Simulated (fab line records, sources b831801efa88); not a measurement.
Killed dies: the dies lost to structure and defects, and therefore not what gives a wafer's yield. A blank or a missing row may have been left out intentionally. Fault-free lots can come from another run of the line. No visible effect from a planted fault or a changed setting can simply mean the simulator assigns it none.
fab line records -- flow sky130
[record] lots = 14, wafers = 41, last-day = 50
route steps=708 shown VIA1@471 METAL2@502 VIA2@516 METAL3@532
lots untouched by any fault: they come from a run of this same line in which no faults occurred
start-h: the number of hours between the record's first day and the start of the first shown wafer of the lot -- wait-h: hours since the lot's step before -- " repeats the value in the row above -- L1.1+2: a row that stands for several wafers -- - no value, or no start given -- * or withheld: withheld -- < > ~ a bound
route shown NAME@n: names a module that has steps shown in the file, with the first one's number in the route -- usual: mean/standard deviation taken from wafers without a fault -- same: alike in all rows -- chamber/n: place in a boat -- sites: the reading at each site -- _std_site: the values' standard deviation -- _edge_site: inner sites' mean taken away from outer sites' mean -- radius-mm: how far each site lies from the wafer's centre -- mask NAME#n: copy n -- behind: the last tool/chamber to shape the wafer -- hold: the reason the lot was held/the length of the hold in hours/how it ended -- device: the transistor (n, p or np) that didn't switch -- end of line: the tests these same wafers got at the end of their route -- a step with no rows: only its recipe -- killed: count of dies lost to structure and defects at first sort (not the wafer's yield) -- map: the dies of a wafer, with x for killed, . for not killed, _ for no die there
set.NAME: setting as actually run; set.NAME@STEP: the setting as run at that earlier step -- model.NAME: the simulator's own value behind a step, which no gauge read
route steps across a sampled set of lots; one table per step, one row per wafer
services: a tool's chamber out of use, with start hour (start-h, from the record's first day; less than 0 if before it), hours out, and reason
[[steps]]
[step SKY_VIA1_OVL_MEAS_13]
[usual] VIA1_OVL = 1/5.7
lot.wafer,tool,chamber,start-h,wait-h,VIA1_OVL[nm]
L180.3,overlay-02,-,807.49,0.1,-5
L180.4,overlay-02,-,807.49,0.1,-4
L180.6,overlay-02,-,807.49,0.1,-4
L183.3,overlay-02,-,821.68,0.1,5
L183.4,overlay-02,-,821.68,0.1,-3
L183.5,overlay-02,-,821.68,0.1,2
L185.3,overlay-01,-,831.58,0.1,2
L185.5,overlay-01,-,831.58,0.1,2
L185.6,overlay-01,-,831.58,0.1,-5
L187.2,overlay-02,-,846.22,0.1,-5
L187.3,overlay-02,-,846.22,0.1,-6
L187.6,overlay-02,-,846.22,0.1,2
L186.3,overlay-02,-,851.76,0.1,-9
L186.4,overlay-02,-,851.76,0.1,8
L186.6,overlay-02,-,851.76,0.1,4
L188.2,overlay-01,-,852.11,0.1,-9
L188.5,overlay-01,-,852.11,0.1,0
L188.6,overlay-01,-,852.11,0.1,-12
L189.1,overlay-02,-,862.15,0.1,11
L189.3,overlay-02,-,862.15,0.1,1
L189.4,overlay-02,-,862.15,0.1,10
L190.4,overlay-01,-,871.75,0.1,3
L190.5,overlay-01,-,871.75,0.1,5
L190.6,overlay-01,-,871.75,0.1,-5
L192.1,overlay-02,-,882.43,0.1,-8
L192.3,overlay-02,-,882.43,0.1,-4
L192.5,overlay-02,-,882.43,0.1,-4
L193.3,overlay-02,-,888.14,0.1,-3
L193.4,overlay-02,-,888.14,0.1,5
L193.6,overlay-02,-,888.14,0.1,-8
L198.5,overlay-01,-,928.00,0.0,9
L198.6,overlay-01,-,928.00,0.0,4
L200.2,overlay-01,-,940.24,0.1,-3
L200.3,overlay-01,-,940.24,0.1,0
L200.4,overlay-01,-,940.24,0.1,-5
L201.2,overlay-01,-,946.79,0.1,-7
L201.5,overlay-01,-,946.79,0.1,-5
L201.6,overlay-01,-,946.79,0.1,-13
L202.4,overlay-01,-,949.23,0.1,-7
L202.5,overlay-01,-,949.23,0.1,0
L202.6,overlay-01,-,949.23,0.1,-8
[step SKY_METAL2_METAL_ETCH_19]
[recipe] target-depth-a = 3600, stop-on = SiO2, over-etch-frac = 0.3, time-s = 78, chemistry = Cl2/BCl3, resist-sidewall-deg = 88, pressure-mtorr = 10, icp-w = 900, bias-w = 48.5, Cl2_flow_sccm = 60, bcl3-flow-sccm = 30
[usual] drypump-motor-current-A = 5.6/0.48, oes-product-au = 0.854/0.006, throttle-valve-pct = 22.264/0.0088
lot.wafer,tool,chamber,start-h,wait-h,drypump-motor-current-A,oes-product-au,rf-hours-counter-h,throttle-valve-pct
L180.3,rie-metal-02,1,835.66,0.1,6.0,0.852,-,22.267
L180.4,rie-metal-02,0,835.66,0.1,5.2,0.853,-,22.265
L180.6,rie-metal-02,1,835.66,0.1,5.9,0.848,-,22.260
L183.3,rie-metal-01,1,848.94,0.1,5.7,0.859,-,22.268
L183.4,rie-metal-01,0,848.94,0.1,5.0,0.864,-,22.264
L183.5,rie-metal-01,0,848.94,0.1,5.0,0.851,-,22.269
L185.3,rie-metal-02,0,859.68,0.1,5.2,0.859,-,22.272
L185.5,rie-metal-02,1,859.68,0.1,6.0,0.864,-,22.272
L185.6,rie-metal-02,0,859.68,0.1,5.2,0.859,-,22.269
L187.2,rie-metal-01,1,873.89,0.1,5.6,0.858,10,22.263
L187.3,rie-metal-01,1,873.89,0.1,5.7,0.865,-,22.259
L187.6,rie-metal-01,1,873.89,0.1,5.6,0.857,-,22.280
L186.3,rie-metal-01,1,878.68,0.1,5.6,0.853,-,22.277
L186.4,rie-metal-01,0,878.68,0.1,5.0,0.852,-,22.253
L186.6,rie-metal-01,1,878.68,0.1,5.7,0.849,-,22.266
L188.2,rie-metal-02,0,878.88,0.0,5.2,0.860,12,22.265
L188.5,rie-metal-02,1,878.88,0.0,6.0,0.844,-,22.269
L188.6,rie-metal-02,0,878.88,0.0,5.2,0.855,-,22.279
L189.1,rie-metal-02,0,889.35,0.0,5.2,0.855,12,22.258
L189.3,rie-metal-02,1,889.35,0.0,6.0,0.855,-,22.274
L189.4,rie-metal-02,0,889.35,0.0,5.2,0.860,-,22.271
L190.4,rie-metal-02,1,898.74,0.1,5.9,0.854,-,22.243
L190.5,rie-metal-02,1,898.74,0.1,6.0,0.853,-,22.269
L190.6,rie-metal-02,0,898.74,0.1,5.1,0.859,-,22.253
L192.1,rie-metal-01,0,909.51,0.0,5.0,0.860,9,22.251
L192.3,rie-metal-01,0,909.51,0.0,5.0,0.854,-,22.256
L192.5,rie-metal-01,0,909.51,0.0,5.0,0.863,-,22.266
L193.3,rie-metal-02,1,914.61,0.1,6.0,0.847,-,22.260
L193.4,rie-metal-02,0,914.61,0.1,5.2,0.842,-,22.269
L193.6,rie-metal-02,0,914.61,0.1,5.2,0.843,-,22.284
L198.5,rie-metal-01,1,953.62,0.1,5.7,0.856,-,22.260
L198.6,rie-metal-01,0,953.62,0.1,5.0,0.859,-,22.263
L200.2,rie-metal-03,1,966.23,0.0,6.5,0.856,18,22.265
L200.3,rie-metal-03,0,966.23,0.0,5.6,0.858,-,22.274
L200.4,rie-metal-03,1,966.23,0.0,6.5,0.856,-,22.264
L201.2,rie-metal-01,0,973.05,0.0,5.0,0.857,12,22.278
L201.5,rie-metal-01,1,973.05,0.0,5.6,0.859,-,22.275
L201.6,rie-metal-01,0,973.05,0.0,5.0,0.847,-,22.256
L202.4,rie-metal-02,0,975.56,0.1,5.2,0.851,-,22.263
L202.5,rie-metal-02,0,975.56,0.1,5.2,0.857,-,22.266
L202.6,rie-metal-02,1,975.56,0.1,6.0,0.858,-,22.256
[step SKY_VIA2_EXPOSE_09]
[recipe] mask-id = VIM2, na = 0.8, source-shape = annular, sigma-inner = 0.55, sigma-outer = 0.85, target-cd-nm = 200, dose-mj = 38
[usual] exposure-dose-mJ-cm2 = 38.00/0.039
lot.wafer,tool,chamber,start-h,wait-h,mask,exposure-dose-mJ-cm2
L180.3,krf-scanner-02,0,850.30,-,VIM2#0,38.07
L180.4,krf-scanner-02,0,850.30,-,VIM2#0,38.02
L180.6,krf-scanner-02,0,850.30,-,VIM2#0,38.05
L183.3,krf-scanner-01,0,863.47,-,VIM2#0,37.95
L183.4,krf-scanner-01,0,863.47,-,VIM2#0,38.01
L183.5,krf-scanner-01,0,863.47,-,VIM2#0,37.98
L185.3,krf-scanner-02,0,874.35,-,VIM2#0,37.93
L185.5,krf-scanner-02,0,874.35,-,VIM2#0,37.90
L185.6,krf-scanner-02,0,874.35,-,VIM2#0,37.91
L187.2,krf-scanner-02,0,887.45,-,VIM2#0,37.98
L187.3,krf-scanner-02,0,887.45,-,VIM2#0,37.96
L187.6,krf-scanner-02,0,887.45,-,VIM2#0,37.96
L186.3,krf-scanner-02,0,891.87,-,VIM2#0,38.03
L186.4,krf-scanner-02,0,891.87,-,VIM2#0,37.95
L186.6,krf-scanner-02,0,891.87,-,VIM2#0,38.01
L188.2,krf-scanner-01,0,892.77,-,VIM2#0,38.00
L188.5,krf-scanner-01,0,892.77,-,VIM2#0,37.99
L188.6,krf-scanner-01,0,892.77,-,VIM2#0,37.97
L189.1,krf-scanner-01,0,903.71,-,VIM2#0,38.03
L189.3,krf-scanner-01,0,903.71,-,VIM2#0,37.98
L189.4,krf-scanner-01,0,903.71,-,VIM2#0,38.04
L190.4,krf-scanner-02,0,912.56,-,VIM2#0,37.95
L190.5,krf-scanner-02,0,912.56,-,VIM2#0,38.00
L190.6,krf-scanner-02,0,912.56,-,VIM2#0,38.03
L192.1,krf-scanner-02,0,924.31,-,VIM2#0,38.02
L192.3,krf-scanner-02,0,924.31,-,VIM2#0,38.02
L192.5,krf-scanner-02,0,924.31,-,VIM2#0,38.04
L193.3,krf-scanner-01,0,929.37,-,VIM2#0,38.03
L193.4,krf-scanner-01,0,929.37,-,VIM2#0,38.00
L193.6,krf-scanner-01,0,929.37,-,VIM2#0,37.91
L198.5,krf-scanner-01,0,966.84,-,VIM2#0,40.32
L198.6,krf-scanner-01,0,966.84,-,VIM2#0,40.33
L200.2,krf-scanner-01,0,979.53,-,VIM2#0,41.13
L200.3,krf-scanner-01,0,979.53,-,VIM2#0,41.03
L200.4,krf-scanner-01,0,979.53,-,VIM2#0,41.11
L201.2,krf-scanner-02,0,986.28,-,VIM2#0,37.97
L201.5,krf-scanner-02,0,986.28,-,VIM2#0,37.99
L201.6,krf-scanner-02,0,986.28,-,VIM2#0,38.02
L202.4,krf-scanner-02,0,988.32,-,VIM2#0,37.99
L202.5,krf-scanner-02,0,988.32,-,VIM2#0,37.96
L202.6,krf-scanner-02,0,988.32,-,VIM2#0,37.97
[step SKY_VIA2_CD_MEAS_12]
[recipe] target-cd-nm = 200
[usual] cd-nm = 200.1/1.2
lot.wafer,tool,chamber,start-h,wait-h,cd-nm
L180.3,cd-sem-01,-,863.00,-,200.8
L180.4,cd-sem-01,-,863.00,-,200.3
L180.6,cd-sem-01,-,863.00,-,200.4
L183.3,cd-sem-01,-,876.00,-,201.7
L183.4,cd-sem-01,-,876.00,-,202.8
L183.5,cd-sem-01,-,876.00,-,202.4
L185.3,cd-sem-01,-,886.30,-,197.7
L185.5,cd-sem-01,-,886.30,-,198.5
L185.6,cd-sem-01,-,886.30,-,198.4
L187.2,cd-sem-01,-,900.03,-,199.7
L187.3,cd-sem-01,-,900.03,-,199.7
L187.6,cd-sem-01,-,900.03,-,198.9
L186.3,cd-sem-02,-,904.70,-,202.4
L186.4,cd-sem-02,-,904.70,-,201.4
L186.6,cd-sem-02,-,904.70,-,203.1
L188.2,cd-sem-02,-,905.03,-,201.4
L188.5,cd-sem-02,-,905.03,-,200.7
L188.6,cd-sem-02,-,905.03,-,200.9
L189.1,cd-sem-02,-,916.28,-,197.2
L189.3,cd-sem-02,-,916.28,-,198.4
L189.4,cd-sem-02,-,916.28,-,199.2
L190.4,cd-sem-02,-,925.02,-,201.3
L190.5,cd-sem-02,-,925.02,-,201.8
L190.6,cd-sem-02,-,925.02,-,201.6
L192.1,cd-sem-01,-,935.86,-,200.0
L192.3,cd-sem-01,-,935.86,-,200.0
L192.5,cd-sem-01,-,935.86,-,200.7
L193.3,cd-sem-01,-,940.90,-,201.7
L193.4,cd-sem-01,-,940.90,-,201.2
L193.6,cd-sem-01,-,940.90,-,199.5
L198.5,cd-sem-02,-,978.49,-,163.1
L198.6,cd-sem-02,-,978.49,-,148.1
L200.2,cd-sem-01,-,991.13,-,188.4
L200.3,cd-sem-01,-,991.13,-,196.4
L200.4,cd-sem-01,-,991.13,-,174.0
L201.2,cd-sem-02,-,998.13,-,199.8
L201.5,cd-sem-02,-,998.13,-,199.0
L201.6,cd-sem-02,-,998.13,-,198.3
L202.4,cd-sem-02,-,1000.32,-,201.7
L202.5,cd-sem-02,-,1000.32,-,200.3
L202.6,cd-sem-02,-,1000.32,-,199.4
[step SKY_METAL3_SPUTTER_00]
[recipe] material = Ti, target-thk-nm = 15, power-w = 3000, time-s = 10, chamber-pressure-pa = 0.4
[usual] throttle-valve-pct = 30.2/1.2
lot.wafer,tool,chamber,start-h,wait-h,throttle-valve-pct
L180.3,pvd-sputter-03,-,864.49,0.1,28.8
L180.4,pvd-sputter-03,-,864.49,0.1,29.0
L180.6,pvd-sputter-03,-,864.49,0.1,29.0
L183.3,pvd-sputter-02,-,877.48,0.2,30.0
L183.4,pvd-sputter-02,-,877.48,0.2,31.1
L183.5,pvd-sputter-02,-,877.48,0.2,28.3
L185.3,pvd-sputter-03,-,887.78,0.1,31.9
L185.5,pvd-sputter-03,-,887.78,0.1,29.0
L185.6,pvd-sputter-03,-,887.78,0.1,28.7
L187.2,pvd-sputter-04,-,901.54,0.1,30.0
L187.3,pvd-sputter-04,-,901.54,0.1,29.5
L187.6,pvd-sputter-04,-,901.54,0.1,29.9
L186.3,pvd-sputter-04,-,906.19,0.1,29.3
L186.4,pvd-sputter-04,-,906.19,0.1,30.9
L186.6,pvd-sputter-04,-,906.19,0.1,30.8
L188.2,pvd-sputter-04,-,906.58,0.2,30.1
L188.5,pvd-sputter-04,-,906.58,0.2,29.9
L188.6,pvd-sputter-04,-,906.58,0.2,29.3
L189.1,pvd-sputter-02,-,917.82,0.1,28.6
L189.3,pvd-sputter-02,-,917.82,0.1,30.7
L189.4,pvd-sputter-02,-,917.82,0.1,29.7
L190.4,pvd-sputter-02,-,926.59,0.2,31.1
L190.5,pvd-sputter-02,-,926.59,0.2,29.7
L190.6,pvd-sputter-02,-,926.59,0.2,28.5
L192.1,pvd-sputter-02,-,937.38,0.1,31.2
L192.3,pvd-sputter-02,-,937.38,0.1,30.8
L192.5,pvd-sputter-02,-,937.38,0.1,29.8
L193.3,pvd-sputter-04,-,942.38,0.2,30.0
L193.4,pvd-sputter-04,-,942.38,0.2,30.9
L193.6,pvd-sputter-04,-,942.38,0.2,30.8
L200.2,pvd-sputter-02,-,992.64,0.2,29.8
L200.3,pvd-sputter-02,-,992.64,0.2,31.1
L200.4,pvd-sputter-02,-,992.64,0.2,31.1
L201.2,pvd-sputter-04,-,999.63,0.2,30.7
L201.5,pvd-sputter-04,-,999.63,0.2,30.6
L201.6,pvd-sputter-04,-,999.63,0.2,29.8
L202.4,pvd-sputter-04,-,1001.79,0.1,29.2
L202.5,pvd-sputter-04,-,1001.79,0.1,30.7
L202.6,pvd-sputter-04,-,1001.79,0.1,29.3
[[services]]
tool,chamber,start-h,hours,kind
krf-scanner-02,-,819.54,2.4,repair
krf-scanner-02,-,821.93,1.0,pm
krf-scanner-02,-,824.91,4.4,pm
krf-scanner-01,-,841.84,4.0,pm
krf-scanner-01,-,845.86,0.8,pm
rie-metal-02,-,850.68,2.8,pm
krf-scanner-01,-,859.28,0.8,pm
rie-metal-02,-,861.81,0.9,repair
krf-scanner-01,-,867.68,1.0,pm
rie-metal-01,1,868.39,1.6,repair
krf-scanner-01,-,870.42,1.3,pm
rie-metal-02,-,872.82,1.4,pm
pvd-sputter-04,-,879.10,2.1,repair
krf-scanner-02,-,879.87,0.8,pm
pvd-sputter-04,3,883.22,-,consumable-replace:kit
pvd-sputter-04,3,883.22,18.0,scheduled-down
pvd-sputter-04,3,883.22,18.0,vent-cycle
krf-scanner-02,-,905.71,4.0,pm
krf-scanner-02,-,928.78,1.3,pm
pvd-sputter-02,-,931.45,1.9,repair
krf-scanner-02,-,933.87,0.8,pm
pvd-sputter-02,-,966.21,5.3,repair
rie-metal-03,-,986.79,14.6,pm
krf-scanner-02,-,988.92,1.0,pm
[[key]]
[first-sign] step = SKY_VIA2_EXPOSE_09, reading = exposure-dose-mJ-cm2, direction = up, sigmas = 71, usual = *, struck = *
[effect] step = SKY_VIA2_CD_MEAS_12, reading = cd-nm, direction = down, sigmas = 22, usual = 200.1, struck = 174.0, through = control-loop
met-at SKY_VIA2_EXPOSE_09
struck-lots L198,L200
later-rows-left-out L198.5,L198.6
sort-left-out L198.5,L198.6,L200.2,L200.3,L200.4
[loop-trim] step = SKY_VIA2_EXPOSE_09, setting = dose, lots = L198,L200
not-acting-at SKY_VIA1_OVL_MEAS_13,SKY_METAL2_METAL_ETCH_19,SKY_METAL3_SPUTTER_00
onset-between 929.37 966.84
[fault] kind = process-parameter-drift, tool = krf-scanner-01, chamber = -, onset-h = 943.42, steps = SKY_VIA2_EXPOSE_09, channel = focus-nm, offset = 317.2, spread-by-wafer = 0.3, shape = step
// sort-left-out: the simulated sort isn't trusted on such a fault, so these wafers' sort isn't shown, and their yield isn't known
// later-rows-left-out: the simulator's readings of these wafers behind a module that went badly wrong aren't trusted and aren't shown, but for the sort
// loop-trim: a control loop set the setting to another value than it would have without faults
